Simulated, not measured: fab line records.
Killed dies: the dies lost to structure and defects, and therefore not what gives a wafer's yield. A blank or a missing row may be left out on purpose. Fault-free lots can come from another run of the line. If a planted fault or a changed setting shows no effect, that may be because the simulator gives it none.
fab line records	flow sky130
record lots=13	wafers=39	last-day=50
route steps=708 shown LI_CONTACT@374 LOCAL_INTERCONNECT@392 PAD_OPEN@708
lots that met no fault: from a run of the same line without faults
start-h: hours from the record's first day to the start of the lot's first wafer shown	wait-h: hours since the lot's step before	" unchanged from the row above	L1.1+2: a row that stands for several wafers	- either no value or no given start	* or withheld: withheld	< > ~ a bound
route shown NAME@n: a module of which the file shows steps, and the number in the route of the first	usual: mean/standard deviation taken from wafers without a fault	same: alike in all rows	chamber/n: place in a boat	sites: readings site by site	_std_site: standard deviation across them	_edge_site: outer sites' mean less inner sites'	radius-mm: how far each site lies from the wafer's centre	mask NAME#n: copy n	behind: tool/chamber where the wafer was last shaped	hold: why the lot went on hold/how many hours it stayed there/how the hold came to an end	device: transistor that didn't switch, given as n, p or np	end of line: the route-end tests of the same wafers	a step without rows: its recipe alone	killed: dies that structure and defects cost at the first sort, which is not the same as the wafer's yield	map: shows each die of a wafer: x if killed, . if not, _ if none is there
set.NAME: the run value of the setting; set.NAME@STEP: its run value at that earlier step	model.NAME: the simulator's own value behind a step, which no gauge read
a sample of lots followed through the steps of the route, with each step as a table and each wafer as a row
services: a tool's chamber out of use, with start hour (start-h, from the record's first day; less than 0 if before it), hours out, and reason
## steps
# step SKY_LI_CONTACT_CD_MEAS_12
# recipe target-cd-nm=170
# usual cd-nm=170.6/1.4
lot.wafer	tool	chamber	start-h	wait-h	cd-nm
L394.1	cd-sem-01	-	675.48	-	170.8
L394.4	"	-	"	"	171.0
L394.5	"	-	"	"	171.0
L396.3	cd-sem-01	-	695.94	-	169.9
L396.4	"	-	"	"	169.2
L396.6	"	-	"	"	168.2
L398.2	cd-sem-01	-	710.26	-	169.3
L398.4	"	-	"	"	169.1
L398.6	"	-	"	"	169.5
L401.1	cd-sem-01	-	737.53	-	171.4
L401.2	"	-	"	"	172.2
L401.6	"	-	"	"	171.3
L402.1	cd-sem-01	-	741.49	-	173.0
L402.4	"	-	"	"	173.0
L402.6	"	-	"	"	172.7
L404.1	cd-sem-01	-	757.20	-	168.1
L404.5	"	-	"	"	168.4
L404.6	"	-	"	"	168.6
L406.2	cd-sem-01	-	775.56	-	171.0
L406.3	"	-	"	"	170.9
L406.6	"	-	"	"	171.8
L409.1	cd-sem-02	-	796.88	-	168.0
L409.3	"	-	"	"	168.7
L409.6	"	-	"	"	167.3
L411.1	cd-sem-01	-	813.80	-	170.9
L411.2	"	-	"	"	170.7
L411.5	"	-	"	"	171.5
L412.1	cd-sem-01	-	824.05	-	168.3
L412.3	"	-	"	"	171.0
L412.5	"	-	"	"	170.3
L413.2	cd-sem-01	-	828.57	-	169.4
L413.3	"	-	"	"	169.1
L413.5	"	-	"	"	169.5
L415.4	cd-sem-01	-	843.25	-	171.6
L415.5	"	-	"	"	170.6
L415.6	"	-	"	"	170.7
L416.2	cd-sem-01	-	851.07	-	172.5
L416.4	"	-	"	"	172.5
L416.6	"	-	"	"	173.0
# step SKY_LI_CONTACT_RS_MEAS_22
# recipe thk-meas-gauge=four-point-probe	reads=W_of_LI_CONTACT_CVD_21+TiN_of_LI_CONTACT_SPUTTER_20+Ti_of_LI_CONTACT_SPUTTER_19
# usual LI_CONTACT_W_RS=0.282/0.0054
lot.wafer	tool	chamber	start-h	wait-h	LI_CONTACT_W_RS[ohm/sq]
L394.1	film-metro-02	-	676.50	0.1	0.283
L394.4	"	-	"	"	0.275
L394.5	"	-	"	"	0.278
L396.3	film-metro-02	-	696.78	0.1	0.274
L396.4	"	-	"	"	0.286
L396.6	"	-	"	"	0.276
L398.2	film-metro-03	-	711.10	0.1	0.280
L398.4	"	-	"	"	0.277
L398.6	"	-	"	"	0.288
L401.1	film-metro-04	-	738.39	0.1	0.282
L401.2	"	-	"	"	0.285
L401.6	"	-	"	"	0.286
L402.1	film-metro-04	-	742.33	0.1	0.272
L402.4	"	-	"	"	0.281
L402.6	"	-	"	"	0.281
L404.1	film-metro-02	-	758.06	0.1	0.283
L404.5	"	-	"	"	0.287
L404.6	"	-	"	"	0.285
L406.2	film-metro-04	-	776.42	0.1	0.279
L406.3	"	-	"	"	0.277
L406.6	"	-	"	"	0.284
L409.1	film-metro-04	-	797.72	0.1	0.271
L409.3	"	-	"	"	0.282
L409.6	"	-	"	"	0.272
L411.1	film-metro-03	-	814.64	0.1	0.275
L411.2	"	-	"	"	0.284
L411.5	"	-	"	"	0.284
L412.1	film-metro-02	-	824.89	0.1	0.285
L412.3	"	-	"	"	0.285
L412.5	"	-	"	"	0.284
L413.2	film-metro-03	-	829.41	0.1	0.282
L413.3	"	-	"	"	0.287
L413.5	"	-	"	"	0.283
L415.4	film-metro-03	-	844.11	0.1	0.285
L415.5	"	-	"	"	0.289
L415.6	"	-	"	"	0.284
L416.2	film-metro-04	-	851.91	0.1	0.285
L416.4	"	-	"	"	0.285
L416.6	"	-	"	"	0.285
# step SKY_LOCAL_INTERCONNECT_COAT_05
# recipe resist=BARC	temp-c=withheld	time-s=withheld	spin-rpm=3000	resist-thk-nm=60
lot.wafer	tool	chamber	start-h	wait-h
L394.1+4+5	litho-track-03	0	691.43	0.1
L396.3+4+6	litho-track-01	0	710.95	0.1
L398.2+4+6	litho-track-04	0	725.56	0.1
L401.1+2+6	litho-track-01	0	752.60	0.1
L402.1+4+6	litho-track-04	0	756.63	0.1
L404.1+5+6	litho-track-01	0	771.50	0.1
L406.2+3+6	litho-track-04	0	790.01	0.1
L409.1+3+6	litho-track-04	0	811.08	0.1
L411.1+2+5	litho-track-01	0	827.70	0.1
L412.1+3+5	litho-track-04	0	838.23	0.1
L413.2+3+5	litho-track-04	0	842.86	0.1
L415.4+5+6	litho-track-01	0	857.23	0.1
L416.2+4+6	litho-track-03	0	864.96	0.1
# step SKY_LOCAL_INTERCONNECT_CD_MEAS_11
# recipe target-cd-nm=170
# usual cd-nm=169.7/1.6
lot.wafer	tool	chamber	start-h	wait-h	cd-nm
L394.1	cd-sem-01	-	705.88	-	169.0
L394.4	"	-	"	"	168.1
L394.5	"	-	"	"	169.1
L396.3	cd-sem-01	-	725.34	-	166.5
L396.4	"	-	"	"	168.3
L396.6	"	-	"	"	167.9
L398.2	cd-sem-02	-	739.60	-	168.2
L398.4	"	-	"	"	167.4
L398.6	"	-	"	"	168.9
L401.1	cd-sem-02	-	766.03	-	167.9
L401.2	"	-	"	"	169.4
L401.6	"	-	"	"	168.8
L402.1	cd-sem-02	-	769.88	-	170.4
L402.4	"	-	"	"	170.3
L402.6	"	-	"	"	170.0
L404.1	cd-sem-02	-	785.43	-	171.3
L404.5	"	-	"	"	170.6
L404.6	"	-	"	"	170.7
L406.2	cd-sem-01	-	803.85	-	166.5
L406.3	"	-	"	"	167.6
L406.6	"	-	"	"	168.1
L409.1	cd-sem-01	-	824.40	-	170.3
L409.3	"	-	"	"	170.3
L409.6	"	-	"	"	171.6
L411.1	cd-sem-01	-	841.30	-	169.8
L411.2	"	-	"	"	170.6
L411.5	"	-	"	"	170.5
L412.1	cd-sem-01	-	851.45	-	169.7
L412.3	"	-	"	"	172.1
L412.5	"	-	"	"	169.9
L413.2	cd-sem-01	-	855.70	-	168.3
L413.3	"	-	"	"	166.7
L413.5	"	-	"	"	167.1
L415.4	cd-sem-01	-	871.04	-	169.9
L415.5	"	-	"	"	172.3
L415.6	"	-	"	"	171.0
L416.2	cd-sem-01	-	878.37	-	168.5
L416.4	"	-	"	"	169.4
L416.6	"	-	"	"	171.1
# step SKY_LOCAL_INTERCONNECT_ETCH_13
# recipe chemistry=N2/H2	target=BARC	ion-energy-ev=200	bias-w=100	pressure-mtorr=30	n2-flow-sccm=100	h2-flow-sccm=200	icp-w=500	stop-on=SiO2	time-s=45.9	target-depth-a=600
# usual drypump-motor-current-A=5.7/0.3	he-backside-leak-sccm=3.28/0.16	oes-product-au=0.855/0.0048	throttle-valve-pct=13.225/0.0084
lot.wafer	tool	chamber	start-h	wait-h	drypump-motor-current-A	he-backside-leak-sccm	oes-product-au	rf-hours-counter-h	throttle-valve-pct
L394.1	rie-metal-03	0	706.04	0.0	5.9	3.16	0.859	11	13.230
L394.4	"	1	"	"	5.8	3.24	0.847	-	13.220
L394.5	"	1	"	"	5.8	3.08	0.856	-	13.226
L396.3	rie-metal-04	0	725.49	0.0	6.0	3.40	0.850	-	13.213
L396.4	"	1	"	"	5.2	3.32	0.857	-	13.228
L396.6	"	1	"	"	5.2	3.46	0.852	-	13.231
L398.2	rie-metal-01	1	739.76	0.0	5.6	2.94	0.856	-	13.251
L398.4	"	1	"	"	5.5	3.37	0.853	-	13.230
L398.6	"	1	"	"	5.6	3.28	0.854	-	13.229
L401.1	rie-metal-03	0	766.19	0.0	5.9	3.29	0.850	13	13.221
L401.2	"	1	"	"	5.8	3.48	0.858	10	13.228
L401.6	"	0	"	"	5.8	3.18	0.857	-	13.217
L402.1	rie-metal-04	0	770.04	0.0	6.0	3.23	0.848	14	13.222
L402.4	"	1	"	"	5.2	3.54	0.856	-	13.212
L402.6	"	0	"	"	6.0	3.30	0.852	-	13.225
L404.1	rie-metal-03	1	785.59	0.0	5.8	2.87	0.851	10	13.211
L404.5	"	1	"	"	5.8	2.99	0.860	-	13.219
L404.6	"	0	"	"	5.9	3.27	0.856	-	13.225
L406.2	rie-metal-04	1	803.99	0.0	5.2	3.38	0.859	12	13.228
L406.3	"	1	"	"	5.2	3.32	0.850	-	13.218
L406.6	"	0	"	"	6.0	3.25	0.852	-	13.224
L409.1	rie-metal-01	1	824.56	0.0	5.6	3.07	0.856	14	13.221
L409.3	"	1	"	"	5.6	3.09	0.859	-	13.216
L409.6	"	1	"	"	5.6	3.07	0.863	-	13.232
L411.1	rie-metal-04	1	841.46	0.0	5.1	3.37	0.848	13	13.239
L411.2	"	0	"	"	6.0	3.35	0.862	17	13.228
L411.5	"	1	"	"	5.1	3.35	0.850	-	13.240
L412.1	rie-metal-04	0	851.61	0.0	6.0	3.41	0.884	18	13.211
L412.3	"	1	"	"	5.2	3.42	0.878	-	13.218
L412.5	"	1	"	"	5.1	3.42	0.876	-	13.228
L413.2	rie-metal-03	1	855.84	0.0	5.8	3.05	0.872	13	13.229
L413.3	"	1	"	"	5.8	3.29	0.871	-	13.225
L413.5	"	1	"	"	5.8	3.09	0.878	-	13.231
L415.4	rie-metal-04	0	871.16	0.0	6.0	3.25	0.847	-	13.228
L415.5	"	1	"	"	5.2	3.44	0.863	-	13.230
L415.6	"	0	"	"	6.0	3.21	0.864	-	13.248
L416.2	rie-metal-04	1	878.51	0.0	5.2	3.59	0.855	15	13.227
L416.4	"	0	"	"	6.0	3.27	0.853	-	13.240
L416.6	"	1	"	"	5.2	3.43	0.851	-	13.226
# step SKY_PAD_OPEN_PROBE_99
# usual killed_at_M0_to_M3=44/7	killed_at_M4_up=3.2/1.8	killed-at-contacts=24/5.1	killed-at-front-end=15/4.3	killed-at-other=0.3/0.5	killed-dies=86/9.6	killed-on-rim=17/4.1	killed-open=48/7.1	killed-short=38/6.7
# same gross-dies=492	killed-at-back-side=0
lot.wafer	tool	chamber	start-h	wait-h	killed_at_M0_to_M3	killed_at_M4_up	killed-at-contacts	killed-at-front-end	killed-at-other	killed-dies	killed-on-rim	killed-open	killed-short
L396.3	prober-01	-	1091.84	0.2	41	2	21	8	0	72	8	32	40
L396.4	prober-01	-	1091.89	0.2	45	0	24	7	0	76	11	35	41
L396.6	prober-01	-	1091.99	0.2	58	2	17	6	1	84	13	58	26
L411.1	prober-02	-	1174.18	0.1	39	4	20	17	0	80	15	45	35
L411.2	prober-02	-	1174.23	0.1	44	1	27	15	0	87	18	46	41
L411.5	prober-02	-	1174.38	0.2	41	1	24	17	0	83	18	48	35
L412.1	prober-01	-	1182.27	0.1	47	4	12	18	0	81	17	52	28
L412.3	prober-01	-	1182.37	0.2	56	2	20	13	1	92	25	52	38
L412.5	prober-01	-	1182.47	0.2	49	2	25	15	1	92	23	55	35
L413.2	prober-02	-	1183.79	0.1	45	4	28	13	0	90	19	49	41
L413.3	prober-02	-	1183.84	0.2	47	4	15	22	0	88	25	58	30
L413.5	prober-02	-	1183.94	0.2	52	7	23	11	1	94	22	56	38
# killed by level:class
L396.3 VIA1:geometric-particle:open=9 VIA2:geometric-particle:open=7 CONTACT:geometric-particle:short=6 CONTACT:geometric-particle:open=6 METAL1:geometric-particle:short=6 LI_CONTACT:geometric-particle:short=4 VIA1:geometric-particle:short=4 VIA2:geometric-particle:short=4
L396.4 VIA1:geometric-particle:open=9 METAL1:geometric-particle:short=8 CONTACT:geometric-particle:open=7 METAL2:geometric-particle:short=7 LI_CONTACT:geometric-particle:open=7 VIA1:geometric-particle:short=6 LOCAL_INTERCONNECT:geometric-particle:short=5 VIA3:geometric-particle:open=5
L396.6 VIA1:geometric-particle:open=21 VIA3:geometric-particle:open=9 LI_CONTACT:geometric-particle:open=8 VIA2:geometric-particle:open=6 METAL1:geometric-particle:short=5 CONTACT:geometric-particle:open=4 VIA1:geometric-particle:short=4 LOCAL_INTERCONNECT:geometric-particle:short=3
L411.1 VIA1:geometric-particle:open=11 FIELD_ISO:geometric-particle:short=8 CONTACT:geometric-particle:open=8 VIA3:geometric-particle:open=6 FIELD_ISO:geometric-particle:open=5 VIA1:geometric-particle:short=4 VIA3:geometric-particle:short=4 VIA2:geometric-particle:open=4
L411.2 CONTACT:geometric-particle:open=11 VIA1:geometric-particle:open=10 VIA2:geometric-particle:open=9 CONTACT:geometric-particle:short=8 METAL2:geometric-particle:short=8 POLY_GATE:geometric-particle:short=6 VIA3:geometric-particle:open=6 LOCAL_INTERCONNECT:geometric-particle:short=5
L411.5 VIA1:geometric-particle:open=11 LI_CONTACT:geometric-particle:open=7 CONTACT:geometric-particle:open=7 VIA3:geometric-particle:short=6 VIA3:geometric-particle:open=6 POLY_GATE:geometric-particle:open=5 METAL2:geometric-particle:short=5 VIA2:geometric-particle:open=5
L412.1 VIA1:geometric-particle:open=13 VIA3:geometric-particle:open=9 VIA2:geometric-particle:open=7 POLY_GATE:geometric-particle:short=5 LI_CONTACT:geometric-particle:open=5 VIA1:geometric-particle:short=5 POLY_GATE:geometric-particle:open=4 METAL2:geometric-particle:short=4
L412.3 VIA3:geometric-particle:open=11 METAL1:geometric-particle:short=10 VIA1:geometric-particle:open=10 VIA1:geometric-particle:short=8 VIA2:geometric-particle:open=7 CONTACT:geometric-particle:open=6 LI_CONTACT:geometric-particle:short=4 LI_CONTACT:geometric-particle:open=4
L412.5 VIA1:geometric-particle:open=16 CONTACT:geometric-particle:open=11 LI_CONTACT:geometric-particle:open=6 VIA3:geometric-particle:open=6 CONTACT:geometric-particle:short=5 METAL2:geometric-particle:short=5 METAL2:geometric-particle:open=4 VIA2:geometric-particle:open=4
L413.2 LI_CONTACT:geometric-particle:open=12 VIA1:geometric-particle:open=12 CONTACT:geometric-particle:open=8 VIA1:geometric-particle:short=6 VIA2:geometric-particle:open=5 VIA3:geometric-particle:short=5 CONTACT:geometric-particle:short=4 METAL2:geometric-particle:short=4
L413.3 FIELD_ISO:geometric-particle:open=12 VIA3:geometric-particle:open=11 VIA2:geometric-particle:open=10 VIA1:geometric-particle:open=8 CONTACT:geometric-particle:short=5 VIA1:geometric-particle:short=5 FIELD_ISO:geometric-particle:short=4 CONTACT:geometric-particle:open=4
L413.5 VIA1:geometric-particle:open=14 CONTACT:geometric-particle:open=9 METAL1:geometric-particle:short=8 VIA2:geometric-particle:open=8 VIA3:geometric-particle:open=6 LI_CONTACT:geometric-particle:open=5 FIELD_ISO:geometric-particle:open=4 LI_CONTACT:geometric-particle:short=4
## services
tool	chamber	start-h	hours	kind
rie-metal-01	0	725.32	-	clean
rie-metal-01	0	725.32	29.6	scheduled-down
rie-metal-01	0	725.32	29.6	vent-cycle
litho-track-04	-	747.59	-	consumable-replace:filter
rie-metal-04	1	787.01	2.7	repair
rie-metal-04	1	815.93	6.5	repair
rie-metal-04	-	874.19	1.4	pm
rie-metal-03	0	878.02	-	clean
rie-metal-03	0	878.02	22.2	scheduled-down
rie-metal-03	0	878.02	22.2	vent-cycle
## key
first-sign step=SKY_LOCAL_INTERCONNECT_ETCH_13	reading=oes-product-au	direction=up	sigmas=4.5	usual=0.855	struck=0.876
effect none on later readings
met-at SKY_LOCAL_INTERCONNECT_COAT_05
struck-lots L412,L413
tester-left-out L412,L413
not-acting-at SKY_LI_CONTACT_CD_MEAS_12,SKY_LI_CONTACT_RS_MEAS_22,SKY_LOCAL_INTERCONNECT_CD_MEAS_11
onset-between 811.08 838.23
fault kind=process-parameter-drift	tool=litho-track-04	chamber=-	onset-h=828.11	steps=SKY_LOCAL_INTERCONNECT_COAT_05	channel=resist-thk-nm	offset=2.8136	shape=step	end-h=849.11	acts-in=these-recipes-only	stated=60
# tester-left-out: of these lots the tester's yield and bins aren't shown, on N5 and GAA mostly nor the transistor test; their killed dies are dies lost to structure and defects alone, not to doping, threshold or leakage, so they don't give the yield
